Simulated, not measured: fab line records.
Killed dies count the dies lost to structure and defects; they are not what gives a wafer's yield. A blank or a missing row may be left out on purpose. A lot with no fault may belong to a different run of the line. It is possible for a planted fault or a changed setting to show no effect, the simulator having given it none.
Struck lot and sound lot, side by side + flow gf180mcu + 43 out of 602 route steps
Sound: the wafers L418.4, L418.5, L418.6. Wafers struck: L429.1, L429.4, L429.6. The cause is given at the end.
Each step with rows lists, per side, the tool, then ch with its chambers, then its first start. Under that, the readings that differ: sound wafers + struck wafers + difference of the means + sigmas: that difference in standard deviations of wafers without a fault.
alike: readings with means less than 2 such deviations apart, plus words and numbers identical on both sides. not compared: withheld readings, readings lacking a value on some wafer, bounds such as >300 that could conceal the same value, and numbers that have no deviation in the record and whose values overlap.
Wherever a step has rows on one side only, a row that says differs or no value, or a row with sigmas, the two part there. When numbers do not overlap yet have no deviation, they are printed without sigmas and do not part them. Lack of a reading on every wafer of one side parts them only where that side has two or more wafers.

GF_SAB_CD_MEAS_09: target cd 420 nm.
  sound on cd-sem-01 at day 17 05:28; struck on cd-sem-02 at day 21 07:58
  alike: cd-nm
GF_SAB_OVL_MEAS_10:
  sound on overlay-02 at day 17 05:33; struck on overlay-02 at day 21 08:05
  alike: SAB_OVL
then, 7 steps without rows for these wafers: GF_SAB_ETCH_11 (etches SiO2 in C4F8/O2/Ar, target depth 55 nm, time 8.5 s); GF_SAB_WET_ETCH_12 (etches SiO2 in dHF, target depth 22 nm, time 440 s); GF_SAB_STRIP_13 (strips in O2/N2); GF_SALICIDE_CLEAN_00 (cleans in SC1/SC2, time 150 s); GF_SALICIDE_WET_ETCH_01 (etches SiO2 in dHF, target depth 5 nm, time 100 s); GF_SALICIDE_SPUTTER_02 (material Co, target thk 10 nm, time 20 s); GF_SALICIDE_SPUTTER_03 (material TiN, target thk 20 nm, time 16.7 s).
GF_SALICIDE_RS_MEAS_04: the measuring method here is four-point-probe.
  sound on film-metro-04 at day 17 06:02; struck on film-metro-03 at day 21 08:31
  alike: SALICIDE_TIN_RS
GF_SALICIDE_THK_MEAS_05: measures by xrf.
  sound on film-metro-04 at day 17 06:07; struck on film-metro-03 at day 21 08:38
  alike: SALICIDE_TIN_THK
GF_SALICIDE_RTA_06: time 30 s.
  sound on rtp-anneal-01 ch 0, day 17 06:12; struck on rtp-anneal-02 ch 0, day 21 08:41
| reading            | sound       | struck      | difference | sigmas |
|--------------------|-------------|-------------|------------|--------|
| lamp-power-pct (%) | 7.0 7.0 7.0 | 5.5 5.5 5.5 | -1.5       | -2     |
  alike: wafer_temp_C_max
GF_SALICIDE_WET_ETCH_07: etches the open film in SPM, target depth 120 nm.
  sound on wet-bench-03 ch 3, day 17 06:15; struck on wet-bench-03 ch 3, day 21 08:47
GF_SALICIDE_RTA_08: time 30 s.
  sound on rtp-anneal-02 ch 0, day 17 06:23; struck on rtp-anneal-01 ch 0, day 21 08:53
| reading          | sound             | struck            | difference | sigmas |
|------------------|-------------------|-------------------|------------|--------|
| wafer_temp_C_max | 801.5 800.6 800.8 | 803.0 802.3 803.1 | +1.8       | +3     |
  alike: lamp-power-pct
then, 1 step without rows for these wafers: GF_CONTACT_CVD_00 (deposits SiO2, target thk 300 nm, time 50 s).
GF_CONTACT_THK_MEAS_01:
  sound on film-metro-02 at day 17 06:31; struck on film-metro-03 at day 21 09:02
  alike: CONTACT_CVD_00_THK
then, 1 step without rows for these wafers: GF_CONTACT_CVD_02 (deposits SiO2 from TEOS, target thk 860 nm, time 95.992 s).
GF_CONTACT_THK_MEAS_03:
  sound on film-metro-02 at day 17 06:38; struck on film-metro-01 at day 21 09:10
| reading                 | sound       | struck      | difference | sigmas |
|-------------------------|-------------|-------------|------------|--------|
| CONTACT_CVD_02_THK (nm) | 879 871 869 | 849 853 847 | -23        | -2     |
GF_CONTACT_CMP_04: polishes SiO2.
  sound on cmp-01 ch 0,1,2, day 17 06:50; struck on cmp-02 ch 0,3, day 21 09:13
  alike: motor-current-A, time-to-endpoint-s
GF_CONTACT_BOW_MEAS_05:
  sound on film-metro-01 at day 17 07:02; struck on film-metro-03 at day 21 09:31
  alike: CONTACT_BOW
then, 8 steps without rows for these wafers: GF_CONTACT_DEHYDRATE_06 (time 60 s); GF_CONTACT_HMDS_07 (prime time 60 s); GF_CONTACT_COAT_08; GF_CONTACT_COAT_09 (resist thk 1000 nm); GF_CONTACT_SOFTBAKE_10 (time 60 s); GF_CONTACT_EXPOSE_11 (exposes mask Contact, target cd 220 nm); GF_CONTACT_PEB_12 (peb time 90 s); GF_CONTACT_DEVELOP_13 (develop time 60 s).
GF_CONTACT_CD_MEAS_14: target cd 220 nm.
  sound on cd-sem-01 at day 18 06:34; struck on cd-sem-01 at day 22 09:16
  alike: cd-nm
GF_CONTACT_OVL_MEAS_15:
  sound on overlay-01 at day 18 06:39; struck on overlay-01 at day 22 09:23
  alike: CONTACT_OVL
GF_CONTACT_ETCH_16: etches BARC in N2/H2.
  sound on rie-diel-01 ch 1,2,3, day 18 06:40; struck on rie-diel-01 ch 0,2,3, day 22 09:25
  alike: drypump-motor-current-A, oes-product-au, throttle-valve-pct
then, 7 steps without rows for these wafers: GF_CONTACT_ETCH_17 (etches SiO2 in C4F8/O2/Ar, stops on CoSi2, target depth 860 nm); GF_CONTACT_STRIP_18 (strips in O2/N2); GF_CONTACT_CLEAN_19 (cleans in SPM); GF_CONTACT_CLEAN_20 (cleans in DIW); GF_CONTACT_CLEAN_21 (cleans in dHF, time 20 s); GF_CONTACT_SPUTTER_22 (material Ti, target thk 15 nm, time 80.02 s); GF_CONTACT_SPUTTER_23 (material TiN, target thk 10 nm, time 40 s).
GF_CONTACT_CVD_24: deposits W, target thk 300 nm, time 90.339 s.
  sound on cvd-w-01 ch 0,1, day 18 07:16; struck on cvd-w-01 ch 0, day 22 09:59
  alike: heater-power-w
GF_CONTACT_RS_MEAS_25: the measuring method here is four-point-probe.
  sound on film-metro-01 at day 18 07:23; struck on film-metro-03 at day 22 10:05
  alike: CONTACT_W_RS
GF_CONTACT_THK_MEAS_26: measures by xrf.
  sound on film-metro-01 at day 18 07:29; struck on film-metro-03 at day 22 10:13
  alike: CONTACT_W_THK
then, 1 step without rows for these wafers: GF_CONTACT_CMP_27 (polishes, stops on SiO2, t overpolish 15 s, target thk 0 nm).
-- the record jumps here: 11 days lie between the struck wafers' starts before and after (it left off in module CONTACT and takes up again in module PASSIVATION, whose first step shown is number 602 of the route) --
GF_PASSIVATION_PROBE_99:
  the record has rows for the struck wafers here (prober-02, day 33 16:24) and none for the sound ones

== WHERE THEY PART ==
At GF_SALICIDE_RTA_06 first; at GF_PASSIVATION_PROBE_99 last (within this record only).

WHY: what the simulator had put in
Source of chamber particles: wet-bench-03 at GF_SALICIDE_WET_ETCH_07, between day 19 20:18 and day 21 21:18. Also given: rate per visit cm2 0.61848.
